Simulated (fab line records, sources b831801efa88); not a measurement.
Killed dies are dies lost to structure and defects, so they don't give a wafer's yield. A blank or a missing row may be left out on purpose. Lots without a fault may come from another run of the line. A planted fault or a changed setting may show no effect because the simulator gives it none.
Which tool did it? | flow gf180mcu | 6 lots, 18 wafers sampled, at 3 steps of a route of 602

WHAT THE GAUGES READ, wafer by wafer
GF_HV_LDD_TW_MEAS_23.
lot  | measured     | on            | HV_LDD_2_TW
L851 | day 12 03:50 | film_metro-01 | 1050 1051 1057
L856 | day 13 07:50 | film_metro-01 | 1133 1138 1134
L862 | day 15 04:10 | film_metro-04 | 1057 1051 1053
L865 | day 16 09:17 | film_metro-01 | 1040 1053 1050
L867 | day 16 19:25 | film_metro-04 | 1058 1056 1056
L870 | day 17 20:17 | film_metro-03 | 1053 1053 1057

WHICH TOOL RAN EACH LOT (tool, then ch and the chambers of the sampled wafers, then the start)
lot  | GF_HV_LDD_IMPLANT_21            | GF_HV_LDD_STRIP_22
L851 | implanter-03 ch 0, day 12 03:35 | plasma_asher-03 ch 0,1, day 12 03:43
L856 | implanter-04 ch 0, day 13 07:37 | plasma_asher-01 ch 0,1, day 13 07:45
L862 | implanter-01 ch 0, day 15 03:55 | plasma_asher-01 ch 0,1, day 15 04:04
L865 | implanter-01 ch 0, day 16 09:02 | plasma_asher-01 ch 1, day 16 09:11
L867 | implanter-04 ch 0, day 16 19:10 | plasma_asher-03 ch 0,1, day 16 19:19
L870 | implanter-04 ch 0, day 17 20:02 | plasma_asher-01 ch 0,1, day 17 20:10
- GF_HV_LDD_IMPLANT_21
- GF_HV_LDD_STRIP_22: strips in O2/N2.

THE ANSWER, worked out from the rows above alone
Rule: what is usual is taken from the lots themselves. Put in order of their means at a reading, lots are off if they are a third of the lots or fewer, leave a main group of 4 or more, and stand apart from it by a gap of 3 or more times the standard deviation of the main group's means; of several such gaps the widest counts. A main group whose means are all the same, to the digits that the tables above print for the reading, isn't used. A lot without any number at a reading at which 4 lots or more have one is off too. The other lots that the step has rows for count as sound.
Off: L856, at GF_HV_LDD_TW_MEAS_23 (HV_LDD_2_TW). The main group: mean 1053, standard deviation 3.
A tool fits if, at a process step before that reading, it ran every lot that is off, and no sound lot after the first of them. The gauges at GF_HV_LDD_TW_MEAS_23 are tried like those tools. None of those tried fits.

WHAT THE SIMULATOR HAD PUT IN
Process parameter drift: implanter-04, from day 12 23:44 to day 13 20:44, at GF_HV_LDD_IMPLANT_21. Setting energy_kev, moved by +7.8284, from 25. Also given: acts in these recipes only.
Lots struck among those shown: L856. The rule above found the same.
